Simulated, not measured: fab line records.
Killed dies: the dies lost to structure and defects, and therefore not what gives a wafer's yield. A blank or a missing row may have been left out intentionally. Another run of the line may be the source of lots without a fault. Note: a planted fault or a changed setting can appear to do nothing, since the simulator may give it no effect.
fab line records    flow sky130
record lots=6  wafers=18  last_day=49
route steps=708 shown PWDE@52 NWELL@56 PAD_OPEN@708
lots untouched by any fault: they come from a run of this same line in which no faults occurred
start_h: start of the lot's first displayed wafer, in hours after the record's first day    wait_h: hours from the lot's prior step to this one    " as in the row above    L1.1+2: one row covering several wafers at once    - no value, or no start given    * or withheld: withheld    < > ~ a bound
route shown NAME@n: names a module that has steps shown in the file, with the first one's number in the route    usual: mean/standard deviation of fault-free wafers    same: alike in all rows    chamber/n: place in a boat    sites: per-site readings    _std_site: how widely they spread, as a standard deviation    _edge_site: inner sites' mean taken away from outer sites' mean    radius_mm: how far each site lies from the wafer's centre    mask NAME#n: copy n    behind: tool/chamber where the wafer was last shaped    hold: cause of the lot's hold/its duration in hours/its outcome    device: the transistor (n, p or np) that didn't switch    end of line: the tests these same wafers got at the end of their route    where a step has no rows: the recipe by itself    killed: count of dies lost to structure and defects at first sort (not the wafer's yield)    map: a wafer's dies, x killed, . not, _ none there
set.NAME: the run value of the setting; set.NAME@STEP: its run value at that earlier step    model.NAME: the simulator's own value behind a step, which no gauge read
lots at selected steps of the route; one table per step, one row per wafer
services: the hour from which a tool's chamber was out of use, counted from the record's first day as start_h (under 0 if before that day), plus the number of hours and why
## steps
# step SKY_PWDE_OVL_MEAS_07
# usual PWDE_OVL=-0.4/1.3
lot.wafer  tool        chamber  start_h  wait_h  PWDE_OVL[nm]
L886.1     overlay-01  -        85.63    -       -0.3
L886.2     "           -        "        "       0.4
L886.6     "           -        "        "       -0.2
L890.1     overlay-01  -        99.08    -       -0.5
L890.5     "           -        "        "       -1.8
L890.6     "           -        "        "       -0.6
L898.2     overlay-02  -        135.49   -       -2.1
L898.3     "           -        "        "       -0.2
L898.6     "           -        "        "       -0.8
L900.2     overlay-01  -        146.29   -       -1.3
L900.4     "           -        "        "       -1.9
L900.6     "           -        "        "       0.2
L901.1     overlay-01  -        154.22   -       -0.3
L901.2     "           -        "        "       -0.8
L901.5     "           -        "        "       -0.6
L903.2     overlay-02  -        163.19   -       0.0
L903.4     "           -        "        "       -1.3
L903.5     "           -        "        "       0.1
# step SKY_PWDE_IMPLANT_08
# recipe species=B  energy_kev=150  dose_cm2=3.6e+12  tilt_deg=withheld
# step SKY_PWDE_STRIP_09
# recipe chemistry=O2/N2  power_w=1400  pressure_mtorr=1500  platen_temp_c=withheld  o2_flow_sccm=3000  n2_flow_sccm=300  overash_fraction=0.5
# usual drypump_motor_current_A=5.6/0.47  oes_product_au=0.722/0.0045  strip_time_to_endpoint_s=36.96/0.11
lot.wafer  tool             chamber  start_h  wait_h  drypump_motor_current_A  oes_product_au  rf_hours_counter_h  strip_time_to_endpoint_s
L886.1     plasma_asher-01  1        85.82    0.1     5.6                      0.724           39                  36.85
L886.2     "                0        "        "       6.4                      0.725           39                  36.83
L886.6     "                0        "        "       6.4                      0.712           -                   36.90
L890.1     plasma_asher-02  1        99.27    0.1     5.4                      0.725           43                  36.95
L890.5     "                1        "        "       5.4                      0.717           -                   37.01
L890.6     "                0        "        "       5.0                      0.713           -                   37.00
L898.2     plasma_asher-02  0        135.67   0.1     4.9                      0.726           47                  37.04
L898.3     "                1        "        "       5.4                      0.720           -                   36.85
L898.6     "                1        "        "       5.4                      0.718           -                   36.98
L900.2     plasma_asher-04  1        146.47   0.1     6.0                      0.720           32                  36.91
L900.4     "                0        "        "       5.8                      0.719           -                   36.97
L900.6     "                1        "        "       6.0                      0.727           -                   37.03
L901.1     plasma_asher-04  0        154.40   0.1     5.7                      0.720           33                  37.08
L901.2     "                1        "        "       6.0                      0.714           33                  37.04
L901.5     "                0        "        "       5.7                      0.724           -                   37.15
L903.2     plasma_asher-04  1        163.37   0.1     6.0                      0.716           34                  36.96
L903.4     "                0        "        "       5.7                      0.727           -                   37.10
L903.5     "                0        "        "       5.7                      0.719           -                   36.98
# step SKY_PWDE_TW_MEAS_10
# usual PWDE_TW=374/3.2
lot.wafer  tool           chamber  start_h  wait_h  PWDE_TW
L886.1     film_metro-04  -        85.92    0.1     374
L886.2     "              -        "        "       372
L886.6     "              -        "        "       375
L890.1     film_metro-02  -        99.37    0.1     373
L890.5     "              -        "        "       370
L890.6     "              -        "        "       369
L898.2     film_metro-03  -        135.78   0.1     376
L898.3     "              -        "        "       378
L898.6     "              -        "        "       376
L900.2     film_metro-04  -        146.58   0.1     374
L900.4     "              -        "        "       375
L900.6     "              -        "        "       375
L901.1     film_metro-03  -        154.50   0.1     376
L901.2     "              -        "        "       375
L901.5     "              -        "        "       375
L903.2     film_metro-04  -        163.48   0.1     377
L903.4     "              -        "        "       376
L903.5     "              -        "        "       376
# step SKY_NWELL_DEHYDRATE_03
# recipe temp_c=200  time_s=60
# step SKY_NWELL_HMDS_04
# recipe prime_time_s=60  prime_temp_c=120
# step SKY_NWELL_COAT_05
# recipe spin_rpm=2000  resist_thk_nm=3000
# step SKY_NWELL_SOFTBAKE_06
# recipe temp_c=110  time_s=withheld
# step SKY_NWELL_EXPOSE_07
# recipe mask_id=NWM  na=0.6  source_shape=conventional  sigma_outer=0.6  polarization=unpolarized  target_cd_nm=840  dose_mj=255
# step SKY_NWELL_PEB_08
# recipe temp_c=115  time_s=withheld
# step SKY_NWELL_DEVELOP_09
# recipe wall_angle_deg=90  developer=TMAH  develop_time_s=60  dev_temp_c=23
# step SKY_NWELL_OVL_MEAS_10
# usual NWELL_00_OVL=-1.7/1.6
lot.wafer  tool        chamber  start_h  wait_h  NWELL_00_OVL[nm]
L886.1     overlay-01  -        103.61   -       -3.2
L886.2     "           -        "        "       -3.8
L886.6     "           -        "        "       -4.6
L890.1     overlay-01  -        117.10   -       -1.0
L890.5     "           -        "        "       -2.8
L890.6     "           -        "        "       -1.8
L898.2     overlay-02  -        155.22   -       -3.1
L898.3     "           -        "        "       -3.0
L898.6     "           -        "        "       -2.2
L900.2     overlay-01  -        166.16   -       -0.3
L900.4     "           -        "        "       -3.9
L900.6     "           -        "        "       -2.3
L901.1     overlay-01  -        174.25   -       -3.5
L901.2     "           -        "        "       -3.2
L901.5     "           -        "        "       -3.2
L903.2     overlay-02  -        183.42   -       -0.1
L903.4     "           -        "        "       -2.3
L903.5     "           -        "        "       1.4
# step SKY_NWELL_IMPLANT_11
# recipe species=P  energy_kev=400  dose_cm2=1.9e+13  tilt_deg=withheld
# usual dose_ions_cm2=1.8997e+13/2.1e+10  faraday_current_uA=107.2/2.2
lot.wafer  tool          chamber  start_h  wait_h  dose_ions_cm2  faraday_current_uA
L886.1     implanter-03  0        103.64   0.0     1.8986e+13     106.6
L886.2     "             0        "        "       1.9001e+13     109.4
L886.6     "             0        "        "       1.8998e+13     106.8
L890.1     implanter-01  0        117.14   0.0     1.897e+13      107.0
L890.5     "             0        "        "       1.8991e+13     109.8
L890.6     "             0        "        "       1.8983e+13     107.8
L898.2     implanter-03  0        155.28   0.0     1.8999e+13     107.3
L898.3     "             0        "        "       1.9019e+13     106.3
L898.6     "             0        "        "       1.903e+13      112.1
L900.2     implanter-01  0        166.22   0.0     2.1728e+13     121.7
L900.4     "             0        "        "       2.1739e+13     123.3
L900.6     "             0        "        "       2.1752e+13     125.7
L901.1     implanter-01  0        174.29   0.0     2.1728e+13     121.6
L901.2     "             0        "        "       2.1706e+13     125.3
L901.5     "             0        "        "       2.1687e+13     123.1
L903.2     implanter-02  0        183.48   0.0     1.8969e+13     111.5
L903.4     "             0        "        "       1.8959e+13     101.8
L903.5     "             0        "        "       1.896e+13      109.1
# step SKY_NWELL_IMPLANT_12
# recipe species=P  energy_kev=120  dose_cm2=1.3e+12  tilt_deg=withheld
# step SKY_NWELL_IMPLANT_13
# recipe species=P  energy_kev=50  dose_cm2=7e+11  tilt_deg=withheld
# step SKY_NWELL_STRIP_14
# recipe chemistry=O2/N2  power_w=1400  pressure_mtorr=1500  platen_temp_c=withheld  o2_flow_sccm=3000  n2_flow_sccm=300  overash_fraction=0.5
# usual drypump_motor_current_A=5.6/0.57  oes_product_au=0.722/0.0046  strip_time_to_endpoint_s=36.92/0.12
lot.wafer  tool             chamber  start_h  wait_h  drypump_motor_current_A  oes_product_au  rf_hours_counter_h  strip_time_to_endpoint_s
L886.1     plasma_asher-02  1        104.09   0.1     5.4                      0.725           43                  36.96
L886.2     "                0        "        "       4.9                      0.723           43                  36.86
L886.6     "                1        "        "       5.4                      0.727           -                   36.83
L890.1     plasma_asher-02  0        117.59   0.1     4.9                      0.719           45                  36.83
L890.5     "                1        "        "       5.4                      0.723           -                   36.81
L890.6     "                0        "        "       4.9                      0.724           -                   36.81
L898.2     plasma_asher-03  0        155.70   0.1     4.9                      0.714           4                   37.02
L898.3     "                1        "        "       6.3                      0.715           -                   36.93
L898.6     "                0        "        "       4.9                      0.724           -                   37.04
L900.2     plasma_asher-03  0        166.64   0.1     4.9                      0.733           5                   36.97
L900.4     "                1        "        "       6.3                      0.720           -                   36.95
L900.6     "                0        "        "       4.9                      0.721           -                   37.06
L901.1     plasma_asher-02  0        174.74   0.1     4.9                      0.726           51                  36.96
L901.2     "                1        "        "       5.4                      0.720           51                  36.90
L901.5     "                0        "        "       4.9                      0.721           -                   36.92
L903.2     plasma_asher-03  1        183.90   0.1     6.3                      0.723           6                   37.19
L903.4     "                0        "        "       4.9                      0.731           -                   37.26
L903.5     "                0        "        "       4.9                      0.721           -                   37.22
# step SKY_NWELL_TW_MEAS_15
# usual NWELL_TW=1816/17
lot.wafer  tool           chamber  start_h  wait_h  NWELL_TW
L886.1     film_metro-04  -        104.19   0.1     1810
L886.2     "              -        "        "       1813
L886.6     "              -        "        "       1824
L890.1     film_metro-02  -        117.69   0.1     1811
L890.5     "              -        "        "       1815
L890.6     "              -        "        "       1817
L898.2     film_metro-03  -        155.81   0.1     1826
L898.3     "              -        "        "       1828
L898.6     "              -        "        "       1825
L900.2     film_metro-02  -        166.75   0.1     1890
L900.4     "              -        "        "       1888
L900.6     "              -        "        "       1881
L901.1     film_metro-02  -        174.84   0.1     1870
L901.2     "              -        "        "       1866
L901.5     "              -        "        "       1878
L903.2     film_metro-02  -        184.01   0.1     1805
L903.4     "              -        "        "       1804
L903.5     "              -        "        "       1813
# step SKY_NWELL_DEHYDRATE_16
# recipe temp_c=200  time_s=60
# step SKY_NWELL_HMDS_17
# recipe prime_time_s=60  prime_temp_c=120
# step SKY_NWELL_COAT_18
# recipe spin_rpm=2000  resist_thk_nm=3000
# step SKY_NWELL_SOFTBAKE_19
# recipe temp_c=110  time_s=withheld
# step SKY_NWELL_EXPOSE_20
# recipe mask_id=NWM_COMPLEMENT  na=0.6  source_shape=conventional  sigma_outer=0.6  polarization=unpolarized  target_cd_nm=840  dose_mj=260
# step SKY_NWELL_PEB_21
# recipe temp_c=115  time_s=withheld
# step SKY_NWELL_DEVELOP_22
# recipe wall_angle_deg=90  developer=TMAH  develop_time_s=60  dev_temp_c=23
# step SKY_NWELL_OVL_MEAS_23
# usual NWELL_01_OVL=-0.5/1.4
lot.wafer  tool        chamber  start_h  wait_h  NWELL_01_OVL[nm]
L886.1     overlay-01  -        122.32   -       -0.3
L886.2     "           -        "        "       1.4
L886.6     "           -        "        "       -1.0
L890.1     overlay-01  -        136.61   -       -1.2
L890.5     "           -        "        "       -1.5
L890.6     "           -        "        "       -3.0
L898.2     overlay-02  -        175.41   -       -0.5
L898.3     "           -        "        "       0.3
L898.6     "           -        "        "       -1.4
L900.2     overlay-01  -        187.21   -       -0.5
L900.4     "           -        "        "       -1.3
L900.6     "           -        "        "       0.8
L901.1     overlay-01  -        195.59   -       2.0
L901.2     "           -        "        "       1.0
L901.5     "           -        "        "       -0.1
L903.2     overlay-01  -        204.82   -       -1.5
L903.4     "           -        "        "       -0.6
L903.5     "           -        "        "       1.5
# step SKY_NWELL_IMPLANT_24
# recipe species=B  energy_kev=140  dose_cm2=9.2e+12  tilt_deg=withheld
# step SKY_NWELL_STRIP_25
# recipe chemistry=O2/N2  power_w=1400  pressure_mtorr=1500  platen_temp_c=withheld  o2_flow_sccm=3000  n2_flow_sccm=300  overash_fraction=0.5
# usual drypump_motor_current_A=5.4/0.5  oes_product_au=0.722/0.0042  strip_time_to_endpoint_s=36.92/0.11
lot.wafer  tool             chamber  start_h  wait_h  drypump_motor_current_A  oes_product_au  rf_hours_counter_h  strip_time_to_endpoint_s
L886.1     plasma_asher-03  0        122.50   0.1     4.9                      0.725           0                   37.10
L886.2     "                1        "        "       6.3                      0.729           0                   37.00
L886.6     "                0        "        "       4.9                      0.723           -                   37.13
L890.1     plasma_asher-02  0        136.79   0.1     4.9                      0.727           47                  37.03
L890.5     "                1        "        "       5.4                      0.718           -                   36.94
L890.6     "                0        "        "       5.0                      0.720           -                   36.89
L898.2     plasma_asher-02  0        175.59   0.1     4.9                      0.723           51                  37.02
L898.3     "                1        "        "       5.4                      0.723           -                   36.99
L898.6     "                1        "        "       5.4                      0.722           -                   37.01
L900.2     plasma_asher-02  0        187.39   0.1     4.9                      0.717           52                  36.87
L900.4     "                1        "        "       5.4                      0.719           -                   36.89
L900.6     "                1        "        "       5.4                      0.722           -                   36.99
L901.1     plasma_asher-03  0        195.77   0.1     4.9                      0.721           7                   36.95
L901.2     "                1        "        "       6.3                      0.723           7                   37.08
L901.5     "                1        "        "       6.3                      0.726           -                   37.04
L903.2     plasma_asher-04  1        205.00   0.1     6.0                      0.726           38                  37.17
L903.4     "                0        "        "       5.7                      0.727           -                   37.07
L903.5     "                0        "        "       5.8                      0.730           -                   37.13
# step SKY_NWELL_TW_MEAS_26
# usual NWELL_2_TW=497/4.3
lot.wafer  tool           chamber  start_h  wait_h  NWELL_2_TW
L886.1     film_metro-04  -        122.60   0.1     500
L886.2     "              -        "        "       502
L886.6     "              -        "        "       503
L890.1     film_metro-04  -        136.89   0.1     503
L890.5     "              -        "        "       503
L890.6     "              -        "        "       504
L898.2     film_metro-02  -        175.70   0.1     492
L898.3     "              -        "        "       493
L898.6     "              -        "        "       490
L900.2     film_metro-04  -        187.50   0.1     499
L900.4     "              -        "        "       499
L900.6     "              -        "        "       498
L901.1     film_metro-02  -        195.87   0.1     491
L901.2     "              -        "        "       489
L901.5     "              -        "        "       491
L903.2     film_metro-02  -        205.11   0.1     489
L903.4     "              -        "        "       489
L903.5     "              -        "        "       491
# step SKY_NWELL_CLEAN_27
# recipe chemistry=SC1/SC2  mix=1:4:20  temp_c=70  time_s=150  dry=n2_spin
# step SKY_NWELL_RTA_28
# recipe temp_c=1050  time_s=30  idle_temp_c=650  ramp_up_c_per_s=150  ramp_down_c_per_s=90  ambient=N2
# usual lamp_power_pct=25.31/0.057  wafer_temp_C_max=1054.9/0.94
lot.wafer  tool           chamber  start_h  wait_h  lamp_power_pct  wafer_temp_C_max
L886.1     rtp_anneal-02  0        122.71   0.0     25.33           1054.1
L886.2     "              0        "        "       25.29           1054.9
L886.6     "              0        "        "       25.26           1054.7
L890.1     rtp_anneal-01  0        137.00   0.0     25.30           1053.6
L890.5     "              0        "        "       25.27           1055.7
L890.6     "              0        "        "       25.19           1054.8
L898.2     rtp_anneal-02  0        175.82   0.0     25.29           1054.3
L898.3     "              0        "        "       25.27           1055.8
L898.6     "              0        "        "       25.31           1055.5
L900.2     rtp_anneal-01  0        187.62   0.0     25.31           1054.4
L900.4     "              0        "        "       25.30           1054.0
L900.6     "              0        "        "       25.35           1054.1
L901.1     rtp_anneal-02  0        195.98   0.0     25.24           1054.8
L901.2     "              0        "        "       25.32           1053.0
L901.5     "              0        "        "       25.20           1056.9
L903.2     rtp_anneal-02  0        205.23   0.0     25.25           1055.1
L903.4     "              0        "        "       25.38           1053.5
L903.5     "              0        "        "       25.36           1054.2
# step SKY_NWELL_RS_MEAS_29
# recipe thk_meas_gauge=four-point-probe
# usual NWELL_RS=625.6/1.9
lot.wafer  tool           chamber  start_h  wait_h  NWELL_RS[ohm/sq]
L886.1     film_metro-02  -        122.81   0.1     622.0
L886.2     "              -        "        "       625.4
L886.6     "              -        "        "       624.2
L890.1     film_metro-02  -        137.10   0.1     623.8
L890.5     "              -        "        "       622.0
L890.6     "              -        "        "       622.9
L898.2     film_metro-03  -        175.92   0.1     625.9
L898.3     "              -        "        "       627.4
L898.6     "              -        "        "       627.7
L900.2     film_metro-02  -        187.72   0.1     580.2
L900.4     "              -        "        "       580.6
L900.6     "              -        "        "       580.8
L901.1     film_metro-04  -        196.08   0.1     583.9
L901.2     "              -        "        "       583.9
L901.5     "              -        "        "       583.8
L903.2     film_metro-04  -        205.34   0.1     625.6
L903.4     "              -        "        "       628.2
L903.5     "              -        "        "       626.9
# step SKY_PAD_OPEN_PROBE_99
# usual killed_at_M0_to_M3=43/7  killed_at_M4_up=3.1/1.9  killed_at_contacts=25/6.1  killed_at_front_end=15/4.5  killed_at_other=0.3/0.55  killed_dies=87/8.9  killed_open=47/6.4  killed_short=40/6.6
# same gross_dies=492  killed_at_back_side=0
lot.wafer  tool       chamber  start_h  wait_h  killed_at_M0_to_M3  killed_at_M4_up  killed_at_contacts  killed_at_front_end  killed_at_other  killed_dies  killed_open  killed_short  model.etest.nfet_16v.r_on_ohm_um  model.etest.res_nwell.line_ohm_um  model.etest.res_nwell.rs_ohm_sq  model.etest.field_p.vt_v  model.etest.pfet_16v.vt_v  model.etest.pfet_g5v0d10v5.vt_long_v
L886.1     prober-02  -        1091.20  0.1     54                  3                25                  17                   0                99           53           46            1.422e+04                         1092                               932.2                            -42.04                    -1.084                     -0.9201
L886.2     prober-02  -        1091.25  0.1     47                  1                42                  12                   0                102          58           44            1.427e+04                         1087                               939.4                            -42.16                    -1.089                     -0.9231
L886.6     prober-02  -        1091.45  0.2     38                  0                20                  20                   1                79           48           31            1.427e+04                         1100                               932.3                            -41.81                    -1.087                     -0.9173
L890.1     prober-02  -        1110.62  0.1     36                  4                32                  11                   0                83           41           42            1.381e+04                         1104                               936.2                            -40.98                    -1.115                     -0.9432
L890.5     prober-02  -        1110.82  0.2     55                  4                27                  11                   0                97           47           50            1.373e+04                         1115                               932.6                            -41.09                    -1.098                     -0.9297
L890.6     prober-02  -        1110.87  0.2     43                  3                38                  14                   2                100          45           55            1.381e+04                         1131                               937.8                            -41.4                     -1.106                     -0.9376
L898.2     prober-02  -        1148.36  0.1     32                  6                26                  19                   0                83           47           35            1.428e+04                         1128                               925.4                            -40.34                    -1.114                     -0.9402
L898.3     prober-02  -        1148.41  0.2     49                  5                17                  16                   0                87           55           31            1.417e+04                         1147                               950.4                            -41.35                    -1.111                     -0.9405
L898.6     prober-02  -        1148.56  0.2     46                  8                24                  9                    1                88           45           43            1.418e+04                         1158                               958.9                            -42.12                    -1.117                     -0.9439
L900.2     prober-02  -        1162.92  0.1     39                  7                24                  12                   0                82           46           36            1.331e+04                         1036                               879.4                            -44.78                    -1.125                     -0.9549
L900.4     prober-02  -        1163.02  0.2     40                  1                28                  9                    3                81           48           32            1.346e+04                         1016                               856.6                            -42.94                    -1.119                     -0.9477
L900.6     prober-02  -        1163.12  0.2     42                  1                17                  17                   0                77           30           47            1.34e+04                          1002                               840.7                            -42.46                    -1.122                     -0.9506
L901.1     prober-01  -        1165.04  0.1     54                  2                30                  16                   0                102          54           48            1.335e+04                         1020                               873.9                            -43.68                    -1.142                     -0.9604
L901.2     prober-01  -        1165.09  0.1     58                  2                33                  10                   0                103          58           44            1.326e+04                         982.6                              856.1                            -42.9                     -1.12                      -0.9487
L901.5     prober-01  -        1165.24  0.2     38                  4                25                  15                   0                82           46           35            1.309e+04                         1009                               863                              -42.86                    -1.131                     -0.9539
L903.2     prober-02  -        1172.62  0.1     40                  5                32                  14                   0                91           51           38            1.408e+04                         1137                               949.9                            -41.3                     -1.106                     -0.937
L903.4     prober-02  -        1172.72  0.2     46                  2                31                  8                    0                87           53           34            1.412e+04                         1149                               965.1                            -42.33                    -1.114                     -0.9392
L903.5     prober-02  -        1172.77  0.2     50                  2                21                  19                   0                92           53           37            1.393e+04                         1095                               915.7                            -39.31                    -1.113                     -0.9431
# killed by level:class
L886.1 VIA1:geometric_particle:open=15 CONTACT:geometric_particle:open=11 VIA1:geometric_particle:short=8 FIELD_ISO:geometric_particle:short=7 METAL2:geometric_particle:short=6 FIELD_ISO:geometric_particle:open=5 VIA2:geometric_particle:open=5 VIA3:geometric_particle:open=5
L886.2 CONTACT:geometric_particle:open=15 VIA1:geometric_particle:open=14 LI_CONTACT:geometric_particle:open=9 CONTACT:geometric_particle:short=8 VIA2:geometric_particle:open=8 LI_CONTACT:geometric_particle:short=7 METAL3:geometric_particle:short=6 VIA1:geometric_particle:short=5
L886.6 VIA3:geometric_particle:open=10 VIA2:geometric_particle:open=8 CONTACT:geometric_particle:open=6 LOCAL_INTERCONNECT:geometric_particle:short=6 FIELD_ISO:geometric_particle:short=5 LI_CONTACT:geometric_particle:open=5 VIA1:geometric_particle:open=5 METAL2:geometric_particle:short=5
L890.1 CONTACT:geometric_particle:short=9 LOCAL_INTERCONNECT:geometric_particle:short=8 VIA2:geometric_particle:open=8 LI_CONTACT:geometric_particle:open=7 CONTACT:geometric_particle:open=6 VIA1:geometric_particle:open=6 METAL2:geometric_particle:short=6 FIELD_ISO:geometric_particle:short=4
L890.5 VIA1:geometric_particle:open=13 LI_CONTACT:geometric_particle:open=8 CONTACT:geometric_particle:open=8 METAL1:geometric_particle:short=8 METAL2:geometric_particle:short=6 CONTACT:geometric_particle:short=5 FIELD_ISO:geometric_particle:short=5 LOCAL_INTERCONNECT:geometric_particle:short=5
L890.6 CONTACT:geometric_particle:short=11 VIA2:geometric_particle:open=8 CONTACT:geometric_particle:open=8 LI_CONTACT:geometric_particle:open=7 LOCAL_INTERCONNECT:geometric_particle:short=6 VIA1:geometric_particle:open=6 VIA3:geometric_particle:open=6 METAL2:geometric_particle:short=6
L898.2 CONTACT:geometric_particle:open=9 VIA2:geometric_particle:open=7 FIELD_ISO:geometric_particle:open=6 CONTACT:geometric_particle:short=6 POLY_GATE:geometric_particle:open=5 LI_CONTACT:geometric_particle:open=5 VIA1:geometric_particle:open=5 VIA3:geometric_particle:open=5
L898.3 VIA3:geometric_particle:open=11 VIA1:geometric_particle:open=10 FIELD_ISO:geometric_particle:open=6 POLY_GATE:geometric_particle:open=6 CONTACT:geometric_particle:open=6 VIA2:geometric_particle:open=6 VIA1:geometric_particle:short=5 LI_CONTACT:geometric_particle:open=4
L898.6 VIA1:geometric_particle:open=9 VIA3:geometric_particle:open=9 CONTACT:geometric_particle:open=8 METAL4:geometric_particle:short=7 VIA3:geometric_particle:short=7 LI_CONTACT:geometric_particle:open=6 VIA2:geometric_particle:open=6 LI_CONTACT:geometric_particle:short=4
L900.2 VIA2:geometric_particle:open=10 CONTACT:geometric_particle:open=9 VIA1:geometric_particle:short=7 CONTACT:geometric_particle:short=6 VIA1:geometric_particle:open=6 VIA3:geometric_particle:open=5 METAL4:geometric_particle:short=5 POLY_GATE:geometric_particle:open=4
L900.4 VIA1:geometric_particle:open=13 CONTACT:geometric_particle:short=8 VIA2:geometric_particle:open=8 VIA1:geometric_particle:short=7 CONTACT:geometric_particle:open=7 LI_CONTACT:geometric_particle:open=6 VIA3:geometric_particle:open=6 FIELD_ISO:geometric_particle:short=4
L900.6 VIA1:geometric_particle:open=11 LI_CONTACT:geometric_particle:short=7 METAL1:geometric_particle:short=5 VIA1:geometric_particle:short=5 VIA2:geometric_particle:short=5 CONTACT:geometric_particle:open=4 METAL3:geometric_particle:short=4 METAL2:geometric_particle:short=4
L901.1 LI_CONTACT:geometric_particle:open=10 VIA2:geometric_particle:open=10 CONTACT:geometric_particle:open=9 METAL1:geometric_particle:short=7 VIA1:geometric_particle:open=7 METAL3:geometric_particle:short=7 POLY_GATE:geometric_particle:short=6 VIA1:geometric_particle:short=6
L901.2 CONTACT:geometric_particle:open=14 VIA2:geometric_particle:open=13 LI_CONTACT:geometric_particle:open=9 VIA3:geometric_particle:open=8 VIA1:geometric_particle:open=8 METAL1:geometric_particle:short=7 FIELD_ISO:geometric_particle:short=4 LOCAL_INTERCONNECT:geometric_particle:short=4
L901.5 CONTACT:geometric_particle:open=11 VIA1:geometric_particle:short=8 VIA1:geometric_particle:open=8 METAL1:geometric_particle:short=7 LI_CONTACT:geometric_particle:open=5 LI_CONTACT:geometric_particle:short=4 FIELD_ISO:geometric_particle:open=3 METAL4:geometric_particle:short=3
L903.2 LI_CONTACT:geometric_particle:open=11 CONTACT:geometric_particle:open=10 VIA3:geometric_particle:open=8 LOCAL_INTERCONNECT:geometric_particle:short=7 POLY_GATE:geometric_particle:short=5 VIA1:geometric_particle:open=5 METAL1:geometric_particle:open=4 METAL1:geometric_particle:short=4
L903.4 CONTACT:geometric_particle:open=12 VIA3:geometric_particle:open=9 LI_CONTACT:geometric_particle:open=8 VIA1:geometric_particle:open=8 VIA2:geometric_particle:open=7 METAL1:geometric_particle:short=5 FIELD_ISO:geometric_particle:short=4 CONTACT:geometric_particle:short=4
L903.5 VIA2:geometric_particle:open=12 VIA3:geometric_particle:open=9 VIA1:geometric_particle:open=8 CONTACT:geometric_particle:open=8 METAL1:geometric_particle:short=6 METAL2:geometric_particle:short=6 LI_CONTACT:geometric_particle:open=5 FIELD_ISO:geometric_particle:short=4
## services
tool             chamber  start_h  hours  kind
plasma_asher-04  -        67.75    3.5    repair
plasma_asher-03  -        108.75   9.0    pm
plasma_asher-03  0        108.75   9.0    vent_cycle
plasma_asher-03  1        108.75   9.0    vent_cycle
implanter-02     -        110.16   1.5    repair
plasma_asher-03  -        110.28   3.5    repair
plasma_asher-04  -        112.68   1.3    repair
plasma_asher-03  0        117.75   -      clean
plasma_asher-03  1        117.75   -      clean
implanter-03     -        127.09   0.7    repair
plasma_asher-02  -        153.70   0.9    repair
plasma_asher-02  -        184.78   1.8    repair
plasma_asher-02  -        201.39   14.6   pm
## key
first_sign step=SKY_NWELL_IMPLANT_11  reading=dose_ions_cm2  direction=up  sigmas=99+  usual=*  struck=*
effect step=SKY_NWELL_IMPLANT_11  reading=faraday_current_uA  direction=up  sigmas=7.4  usual=107.2  struck=123.5
effect step=SKY_NWELL_TW_MEAS_15  reading=NWELL_TW  direction=up  sigmas=3.6  usual=1816  struck=1879
effect step=SKY_NWELL_RS_MEAS_29  reading=NWELL_RS  direction=down  sigmas=23  usual=625.6  struck=582.2
model_effect step=SKY_PAD_OPEN_PROBE_99  value=etest.nfet_16v.r_on_ohm_um  without=1.383e+04  struck=1.331e+04
met_at SKY_NWELL_IMPLANT_11
struck_wafers L900.2,L900.4,L900.6,L901.1,L901.2,L901.5
tester_left_out L900,L901
onset_between 117.14 166.22
fault kind=process_parameter_drift  tool=implanter-01  chamber=-  onset_h=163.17  steps=SKY_NWELL_IMPLANT_11  channel=dose_cm2  offset=*  shape=step  end_h=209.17  acts_in=*  stated=*
# tester_left_out: of these lots the tester's yield and bins aren't shown, on N5 and GAA mostly nor the transistor test; their killed dies are dies lost to structure and defects alone, not to doping, threshold or leakage, so they don't give the yield
